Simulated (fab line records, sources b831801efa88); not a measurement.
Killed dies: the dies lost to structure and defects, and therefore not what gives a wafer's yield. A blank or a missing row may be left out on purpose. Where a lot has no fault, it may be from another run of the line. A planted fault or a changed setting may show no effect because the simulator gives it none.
Which tool did it? -- flow gf180mcu -- 72 wafers from 24 lots sampled at 6 of the route's 602 steps

## WHAT EACH GAUGE READ, for each wafer
GF_V2_BOW_MEAS_05.
lot,measured,on,V2_BOW (um)
L074,day 19 07:23,film metro-01,100 94 103
L075,day 19 15:52,film metro-04,97 106 92
L076,day 20 00:10,film metro-04,106 95 103
L078,day 21 00:55,film metro-01,96 92 96
L077,day 21 01:16,film metro-04,90 107 94
L079,day 21 13:38,film metro-01,91 98 90
L080,day 21 22:42,film metro-02,106 102 85
L081,day 22 05:39,film metro-01,98 98 110
L082,day 22 09:10,film metro-01,109 98 118
L083,day 22 21:51,film metro-04,105 97 102
L084,day 23 07:54,film metro-02,96 93 96
L085,day 23 16:15,film metro-01,94 92 96
L086,day 24 00:04,film metro-01,109 90 100
L087,day 24 03:19,film metro-04,95 101 92
L088,day 24 11:58,film metro-01,100 105 98
L089,day 24 23:19,film metro-04,85 97 102
L090,day 25 02:31,film metro-02,113 108 109
L091,day 25 08:49,film metro-02,104 92 99
L092,day 25 15:14,film metro-04,106 106 108
L093,day 26 04:19,film metro-04,96 84 102
L094,day 26 08:13,film metro-04,100 101 96
L095,day 26 15:37,film metro-02,101 104 94
L096,day 26 20:45,film metro-01,85 84 101
L097,day 27 03:54,film metro-01,107 97 95

GF_M3_RS_MEAS_05: uses a four-point probe to measure.
lot,measured,on,M3_ALCU_RS (ohm/sq)
L074,day 20 10:14,film metro-02,0.0693 0.0685 0.0687
L075,day 20 17:47,film metro-01,0.0689 0.0691 0.0698
L076,day 21 02:49,film metro-03,0.0697 0.0695 0.0697
L078,day 22 02:02,film metro-03,0.0695 0.0687 0.0692
L077,day 22 02:23,film metro-01,0.0709 0.0717 0.0704
L079,day 22 14:47,film metro-02,0.0688 0.0690 0.0699
L080,day 22 23:40,film metro-02,0.0703 0.0702 0.0697
L081,day 23 06:22,film metro-02,0.0690 0.0674 0.0680
L082,day 23 10:10,film metro-03,0.0696 0.0707 0.0695
L083,day 23 22:42,film metro-03,0.0689 0.0695 0.0690
L084,day 24 08:28,film metro-03,0.0688 0.0682 0.0684
L085,day 24 16:22,film metro-01,0.0696 0.0702 0.0699
L086,day 24 23:15,film metro-03,0.0701 0.0697 0.0698
L087,day 25 03:04,film metro-02,0.0699 0.0697 0.0701
L088,day 25 11:44,film metro-03,0.0696 0.0698 0.0701
L089,day 25 22:15,film metro-01,0.0703 0.0703 0.0696
L090,day 26 01:56,film metro-02,0.0699 0.0698 0.0695
L091,day 26 07:50,film metro-03,0.0696 0.0702 0.0696
L092,day 26 14:43,film metro-03,0.0702 0.0696 0.0706
L093,day 27 03:09,film metro-01,0.0687 0.0684 0.0689
L094,day 27 07:24,film metro-02,0.0695 0.0696 0.0688
L095,day 27 13:44,film metro-02,0.0692 0.0701 0.0702
L096,day 27 19:46,film metro-01,0.0699 0.0686 0.0687
L097,day 28 01:43,film metro-03,0.0698 0.0705 0.0701

GF_M4_CD_MEAS_14: the cd target is 280 nm.
lot,measured,on,cd nm (nm)
L074,day 23 11:50,cd sem-01,280.5 279.4 279.8
L075,day 23 19:29,cd sem-01,280.6 280.4 280.4
L076,day 24 02:45,cd sem-01,277.3 279.6 280.3
L078,day 24 23:45,cd sem-01,282.5 281.2 282.2
L077,day 25 00:50,cd sem-02,281.3 281.0 280.4
L079,day 25 11:23,cd sem-02,279.1 279.6 278.9
L080,day 25 20:11,cd sem-01,281.7 280.5 280.4
L081,day 26 03:17,cd sem-01,279.1 279.0 279.7
L082,day 26 06:32,cd sem-02,280.0 279.8 280.2
L083,day 26 17:07,cd sem-01,278.7 279.3 278.9
L084,day 27 02:53,cd sem-02,279.8 280.6 279.9
L085,day 27 10:41,cd sem-01,278.5 278.7 279.1
L086,day 27 15:51,cd sem-02,279.9 280.5 280.6
L087,day 27 20:08,cd sem-01,281.0 280.8 280.0
L088,day 28 05:21,cd sem-02,280.4 280.0 280.1
L089,day 28 14:06,cd sem-01,283.6 282.4 281.1
L090,day 28 18:17,cd sem-02,278.4 278.5 277.9
L091,day 28 22:33,cd sem-01,280.6 280.8 281.3
L092,day 29 05:56,cd sem-01,279.2 278.6 279.5
L093,day 29 15:36,cd sem-01,280.8 281.3 281.8
L094,day 29 20:23,cd sem-02,281.5 281.1 279.8
L095,day 30 02:56,cd sem-02,282.0 281.1 281.9
L096,day 30 07:27,cd sem-01,280.1 278.5 280.5
L097,day 30 13:36,cd sem-02,279.9 279.3 278.7

GF_MIM_RS_MEAS_10: uses a four-point probe to measure.
lot,measured,on,MIM_ALCU_RS (ohm/sq)
L074,day 24 13:23,film metro-02,0.1618 0.1613 0.1614
L075,day 24 20:22,film metro-02,0.1582 0.1598 0.1598
L076,day 25 03:57,film metro-03,0.1585 0.1586 0.1597
L078,day 26 00:08,film metro-03,0.1605 0.1623 0.1618
L077,day 26 01:43,film metro-01,0.1600 0.1568 0.1606
L079,day 26 11:45,film metro-02,0.1580 0.1579 0.1564
L080,day 26 20:00,film metro-02,0.1612 0.1586 0.1595
L081,day 27 03:47,film metro-02,0.1610 0.1588 0.1602
L082,day 27 06:17,film metro-03,0.1596 0.1589 0.1603
L083,day 27 17:26,film metro-03,0.1599 0.1605 0.1599
L084,day 28 02:05,film metro-03,0.1560 0.1579 0.1557
L085,day 28 09:22,film metro-01,0.1600 0.1604 0.1586
L086,day 28 14:31,film metro-02,0.1609 0.1623 0.1614
L087,day 28 19:16,film metro-03,0.1586 0.1587 0.1599
L088,day 29 04:13,film metro-01,0.1599 0.1598 0.1601
L089,day 29 12:11,film metro-03,0.1617 0.1602 0.1609
L090,day 29 17:28,film metro-02,0.1614 0.1587 0.1576
L091,day 29 21:14,film metro-01,0.1605 0.1596 0.1602
L092,day 30 03:50,film metro-02,0.1613 0.1586 0.1610
L093,day 30 13:21,film metro-02,0.1576 0.1600 0.1573
L094,day 30 18:48,film metro-03,0.1578 0.1567 0.1596
L095,day 31 00:07,film metro-03,0.1577 0.1602 0.1579
L096,day 31 05:01,film metro-02,0.1598 0.1597 0.1609
L097,day 31 10:49,film metro-02,0.1558 0.1569 0.1580

## WHICH TOOL RAN EACH LOT (tool, then ch and the chambers of the sampled wafers, then the start)
lot,GF_M2_SPUTTER_01,GF_M4_METAL_ETCH_16
L074,"pvd sputter-03, day 18 05:56","rie metal-04 ch 0,1, day 23 12:00"
L075,"pvd sputter-01, day 18 15:29","rie metal-02 ch 0,1, day 23 19:38"
L076,"pvd sputter-03, day 18 21:59","rie metal-02 ch 0,1, day 24 02:54"
L078,"pvd sputter-03, day 19 23:01","rie metal-04 ch 0,1, day 24 23:54"
L077,"pvd sputter-01, day 19 23:38","rie metal-03 ch 0, day 25 00:59"
L079,"pvd sputter-04, day 20 11:34","rie metal-04 ch 0,1, day 25 11:33"
L080,"pvd sputter-01, day 20 20:43","rie metal-02 ch 0,1, day 25 20:20"
L081,"pvd sputter-04, day 21 04:17","rie metal-02 ch 0,1, day 26 03:27"
L082,"pvd sputter-01, day 21 07:36","rie metal-04 ch 0,1, day 26 06:41"
L083,"pvd sputter-01, day 21 20:53","rie metal-03 ch 0,1, day 26 17:15"
L084,"pvd sputter-03, day 22 07:01","rie metal-04 ch 0,1, day 27 03:02"
L085,"pvd sputter-01, day 22 16:18","rie metal-03 ch 0,1, day 27 10:51"
L086,"pvd sputter-04, day 23 00:41","rie metal-03 ch 0, day 27 15:59"
L087,"pvd sputter-03, day 23 03:28","rie metal-04 ch 0,1, day 27 20:17"
L088,"pvd sputter-01, day 23 12:44","rie metal-02 ch 0,1, day 28 05:30"
L089,"pvd sputter-03, day 24 00:05","rie metal-04 ch 0,1, day 28 14:14"
L090,"pvd sputter-01, day 24 02:53","rie metal-04 ch 1, day 28 18:29"
L091,"pvd sputter-01, day 24 10:22","rie metal-02 ch 0,1, day 28 22:42"
L092,"pvd sputter-01, day 24 16:01","rie metal-04 ch 1, day 29 06:06"
L093,"pvd sputter-01, day 25 05:29","rie metal-02 ch 0,1, day 29 15:46"
L094,"pvd sputter-01, day 25 09:36","rie metal-02 ch 0,1, day 29 20:32"
L095,"pvd sputter-03, day 25 17:08","rie metal-03 ch 0,1, day 30 03:05"
L096,"pvd sputter-03, day 25 22:37","rie metal-04 ch 0,1, day 30 07:36"
L097,"pvd sputter-04, day 26 05:41","rie metal-02 ch 0,1, day 30 13:45"
- GF_M2_SPUTTER_01: material TiN, target thk 30 nm, time 25 s.
- GF_M4_METAL_ETCH_16: etches the open film in Cl2/BCl3, stops on SiO2, target depth 627.5 nm, time 104.6 s.

## WHAT THE TOOLS THEMSELVES READ (means of the sampled wafers that have a number; where no wafer has one, the mark that the record gives instead)
GF_M2_SPUTTER_01.
lot,tool,throttle valve pct (%)
L074,pvd sputter-03,30.5
L075,pvd sputter-01,29.2
L076,pvd sputter-03,30.6
L078,pvd sputter-03,30.4
L077,pvd sputter-01,29.1
L079,pvd sputter-04,29.1
L080,pvd sputter-01,28.5
L081,pvd sputter-04,29.0
L082,pvd sputter-01,29.7
L083,pvd sputter-01,28.9
L084,pvd sputter-03,30.4
L085,pvd sputter-01,29.2
L086,pvd sputter-04,30.1
L087,pvd sputter-03,30.0
L088,pvd sputter-01,29.7
L089,pvd sputter-03,29.9
L090,pvd sputter-01,29.7
L091,pvd sputter-01,30.2
L092,pvd sputter-01,29.3
L093,pvd sputter-01,29.6
L094,pvd sputter-01,29.4
L095,pvd sputter-03,30.6
L096,pvd sputter-03,30.4
L097,pvd sputter-04,30.0

GF_M4_METAL_ETCH_16.
lot,tool,drypump motor current A (A),oes product au (a.u.),throttle valve pct (%)
L074,rie metal-04,5.59,0.975,28.241
L075,rie metal-02,5.82,0.969,28.240
L076,rie metal-02,5.94,0.970,28.248
L078,rie metal-04,5.71,0.975,28.244
L077,rie metal-03,5.79,0.970,28.248
L079,rie metal-04,5.70,0.969,28.257
L080,rie metal-02,5.83,0.975,28.242
L081,rie metal-02,5.97,0.972,28.250
L082,rie metal-04,5.73,0.972,28.254
L083,rie metal-03,5.54,0.964,28.246
L084,rie metal-04,5.72,0.969,28.257
L085,rie metal-03,5.70,0.962,28.256
L086,rie metal-03,5.81,0.971,28.244
L087,rie metal-04,5.59,0.967,28.258
L088,rie metal-02,5.96,0.971,28.253
L089,rie metal-04,5.71,0.973,28.261
L090,rie metal-04,5.82,0.971,28.254
L091,rie metal-02,5.81,0.965,28.259
L092,rie metal-04,5.83,0.978,28.250
L093,rie metal-02,5.82,0.976,28.255
L094,rie metal-02,5.81,0.973,28.251
L095,rie metal-03,5.54,0.972,28.243
L096,rie metal-04,5.59,0.973,28.247
L097,rie metal-02,5.94,0.971,28.256

## THE ANSWER, worked out from the rows above alone
Rule: the lots themselves supply what counts as usual. Put in order of their means at a reading, lots are off if they are a third of the lots or fewer, leave a main group of 4 or more, and stand apart from it by a gap of 3 or more times the standard deviation of the main group's means; of several such gaps the widest counts. A main group is skipped when, at the precision printed for the reading in the tables above, its means are all equal. Also off: a lot with no number at a reading for which 4 or more lots have one. Where the step has rows for the other lots, those lots are counted as sound. First the gauges in route order, then the tools' own readings, where a lot's mean is used as printed above. The first step at which some lot is off is used, and at that step the reading that is off furthest; a lot without a number counts as furthest.
No lot is off at any reading shown: from this, nothing can be told.

## WHAT HAD BEEN PUT IN BY THE SIMULATOR
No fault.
